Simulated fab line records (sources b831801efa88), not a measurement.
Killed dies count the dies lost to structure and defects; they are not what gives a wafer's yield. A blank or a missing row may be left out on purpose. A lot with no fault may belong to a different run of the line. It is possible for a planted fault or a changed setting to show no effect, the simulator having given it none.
Matching of chambers || flow sfq line || 4 sister chambers for SFQ_TRILAYER_I1_CMP_CMP_046 on cmp-01
The step polishes SiO2. 16 wafers are shown with their chamber, then 7 later ones without.

## WAFERS, EACH WITH ITS CHAMBER
{"wafer": "L531.1", "chamber": 3, "motor current A (A)": 10.3, "time to endpoint s (s)": 211}
{"wafer": "L531.4", "chamber": 0, "motor current A (A)": 8.5, "time to endpoint s (s)": 221}
{"wafer": "L531.6", "chamber": 2, "motor current A (A)": 9.6, "time to endpoint s (s)": 220}
{"wafer": "L532.4", "chamber": 3, "motor current A (A)": 10.4, "time to endpoint s (s)": 229}
{"wafer": "L532.5", "chamber": 2, "motor current A (A)": 9.0, "time to endpoint s (s)": 221}
{"wafer": "L532.6", "chamber": 3, "motor current A (A)": 10.2, "time to endpoint s (s)": 222}
{"wafer": "L540.3", "chamber": 3, "motor current A (A)": 10.6, "time to endpoint s (s)": 214}
{"wafer": "L540.4", "chamber": 2, "motor current A (A)": 9.7, "time to endpoint s (s)": 218}
{"wafer": "L545.1", "chamber": 0, "motor current A (A)": 7.8, "time to endpoint s (s)": 212}
{"wafer": "L545.4", "chamber": 2, "motor current A (A)": 9.4, "time to endpoint s (s)": 218}
{"wafer": "L545.5", "chamber": 1, "motor current A (A)": 9.2, "time to endpoint s (s)": 220}
{"wafer": "L547.2", "chamber": 2, "motor current A (A)": 9.7, "time to endpoint s (s)": 212}
{"wafer": "L547.4", "chamber": 1, "motor current A (A)": 8.9, "time to endpoint s (s)": 226}
{"wafer": "L547.6", "chamber": 0, "motor current A (A)": 8.5, "time to endpoint s (s)": 218}
{"wafer": "L548.4", "chamber": 0, "motor current A (A)": 8.6, "time to endpoint s (s)": 221}
{"wafer": "L548.5", "chamber": 1, "motor current A (A)": 8.8, "time to endpoint s (s)": 225}

SIGNATURES (averages over the wafers above)
{"reading": "motor current A", "chamber 0": 8.350, "chamber 1": 8.967, "chamber 2": 9.480, "chamber 3": 10.375, "scatter within a chamber": 0.279}
{"reading": "time to endpoint s", "chamber 0": 218.00, "chamber 1": 223.67, "chamber 2": 217.80, "chamber 3": 219.00, "scatter within a chamber": 5.18}
Rule: a wafer's distance from a chamber is the root of the sum, over the readings, of the square of ((its reading less the chamber's mean) divided by the reading's scatter). The wafer belongs to the nearest chamber; if the next one is less than 2 further off, it can't be placed. How the scatter is found: for the shown wafers, subtract from each reading the mean of its chamber, square and add these, divide the total by (wafers less chambers), then take the root.

## WAFERS MISSING THEIR CHAMBER
{"wafer": "L548.6", "motor current A (A)": 8.4, "time to endpoint s (s)": 228}
{"wafer": "L551.1", "motor current A (A)": 10.8, "time to endpoint s (s)": 216}
{"wafer": "L551.5", "motor current A (A)": 10.1, "time to endpoint s (s)": 221}
{"wafer": "L551.6", "motor current A (A)": 10.5, "time to endpoint s (s)": 218}
{"wafer": "L553.2", "motor current A (A)": 9.4, "time to endpoint s (s)": 213}
{"wafer": "L553.4", "motor current A (A)": 8.1, "time to endpoint s (s)": 220}
{"wafer": "L553.5", "motor current A (A)": 8.2, "time to endpoint s (s)": 219}

## THE CHAMBER EACH PASSED THROUGH
{"wafer": "L548.6", "from the rows above": "can't be placed: 0 or 1", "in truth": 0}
{"wafer": "L551.1", "from the rows above": 3, "in truth": 3}
{"wafer": "L551.5", "from the rows above": "can't be placed: 3 or 2", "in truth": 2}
{"wafer": "L551.6", "from the rows above": 3, "in truth": 3}
{"wafer": "L553.2", "from the rows above": "can't be placed: 2 or 1", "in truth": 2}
{"wafer": "L553.4", "from the rows above": 0, "in truth": 0}
{"wafer": "L553.5", "from the rows above": 0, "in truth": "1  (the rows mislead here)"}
Placed correctly: 3 of 7. From these rows, 3 cannot be placed; in 3 the true chamber is one of the candidates. Number placed wrongly: 1.
